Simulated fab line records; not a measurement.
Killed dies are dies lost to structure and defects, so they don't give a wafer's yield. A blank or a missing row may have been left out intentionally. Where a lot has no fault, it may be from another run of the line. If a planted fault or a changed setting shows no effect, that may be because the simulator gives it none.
Comparing a struck lot with a sound one | flow gf180mcu | 16 out of 602 route steps
Sound: the wafers L470.2, L470.4, L470.5. Struck: wafers L465.3, L465.4, L465.5. At the end, the cause is stated.
Each step with rows lists, per side, the tool, then ch with its chambers, then its first start. Under that, the readings that differ: sound wafers | struck wafers | difference of the means | sigmas: that difference in standard deviations of wafers without a fault.
alike: readings with means less than 2 such deviations apart, plus words and numbers identical on both sides. not compared: withheld readings, readings lacking a value on some wafer, bounds such as >300 that could conceal the same value, and numbers that have no deviation in the record and whose values overlap.
The two part at a step that has a row with sigmas, a row that says differs or no value, or rows on one side only. Non-overlapping numbers with no deviation appear without sigmas and do not part them. A reading that every wafer of one side lacks parts them only if that side has two wafers or more.

first, 3 steps without rows for these wafers: GF_V1_EXPOSE_11 (exposes mask Via1, target cd 260 nm); GF_V1_PEB_12 (peb time 90 s); GF_V1_DEVELOP_13 (develop time 60 s).
GF_V1_CD_MEAS_14: target cd 260 nm.
  sound: cd-sem-02 at day 24 14:23; struck: cd-sem-02 at day 22 22:33
  alike: cd-nm
GF_V1_OVL_MEAS_15:
  sound: overlay-01 at day 24 14:29; struck: overlay-01 at day 22 22:38
  alike: V1_OVL
GF_V1_ETCH_16: etches BARC in N2/H2.
  sound on rie-diel-01 ch 0,1,3, day 24 14:31; struck on rie-diel-03 ch 1,2, day 22 22:40
  alike: drypump-motor-current-A, oes-product-au, throttle-valve-pct
GF_V1_ETCH_17: etches SiO2 in C4F8/O2/Ar, stops on TiN, target depth 630 nm.
  sound on rie-diel-01 ch 0,1,3; struck on rie-diel-03 ch 1,2
  alike: oes-product-au
GF_V1_STRIP_18: strips in O2/N2.
  sound on plasma-asher-02 ch 0,1, day 24 14:38; struck on plasma-asher-03 ch 0,1, day 22 22:50
  alike: drypump-motor-current-A, heater-power-w, oes-product-au
  not compared: rf-hours-counter-h
then, 2 steps without rows for these wafers: GF_V1_STRIP_19 (strips in post etch residue remover, time 1200 s); GF_V1_CLEAN_20 (cleans in DIW).
GF_V1_SPUTTER_21: material Ti, target thk 15 nm, time 80.02 s.
  sound: pvd-sputter-02 at day 24 15:35; struck: pvd-sputter-02 at day 22 23:20
  alike: throttle-valve-pct
GF_V1_SPUTTER_22: material TiN, target thk 10 nm, time 40 s.
  sound: pvd-sputter-02 at day 24 15:38; struck: pvd-sputter-02 at day 22 23:23
  alike: throttle-valve-pct
GF_V1_CVD_23: deposits W, target thk 350 nm, time 105.05 s.
  sound on cvd-w-02 ch 0,1, day 24 15:41; struck on cvd-w-02 ch 0,1, day 22 23:28
  no value came back on the struck wafers for chamber-pressure-Torr (Torr), heater-power-outer-w (W), heater-power-w (W); on the sound wafers chamber-pressure-Torr (Torr) reads 40.13 40.12 40.03
GF_V1_RS_MEAS_24: the measuring method here is four-point-probe.
  sound: film-metro-01 at day 24 15:49; struck: film-metro-03 at day 22 23:35
  reading          | sound             | struck               | difference | sigmas
  V1_W_RS (ohm/sq) | 0.323 0.327 0.325 | 43.322 43.879 43.372 | +43.199    | +99 or more
GF_V1_THK_MEAS_25: measures by xrf.
  sound: film-metro-01 at day 24 15:55; struck: film-metro-03 at day 22 23:41
  reading       | sound       | struck   | difference | sigmas
  V1_W_THK (nm) | 375 370 374 | <0 <0 <0 | differs    |
GF_V1_CMP_26: polishes, stops on SiO2, t overpolish 15 s, target thk 0 nm.
  sound on cmp-01 ch 1,2,3, day 24 16:04; struck on cmp-02 ch 1,3, day 22 23:47
  reading                | sound    | struck | difference | sigmas
  time-to-endpoint-s (s) | 81 77 87 | 4 9 7  | -75        | -14
  alike: motor-current-A

== WHERE THEY PART ==
At GF_V1_CVD_23 first; at GF_V1_CMP_26 last (within this record only).

WHY: what had been put in by the simulator
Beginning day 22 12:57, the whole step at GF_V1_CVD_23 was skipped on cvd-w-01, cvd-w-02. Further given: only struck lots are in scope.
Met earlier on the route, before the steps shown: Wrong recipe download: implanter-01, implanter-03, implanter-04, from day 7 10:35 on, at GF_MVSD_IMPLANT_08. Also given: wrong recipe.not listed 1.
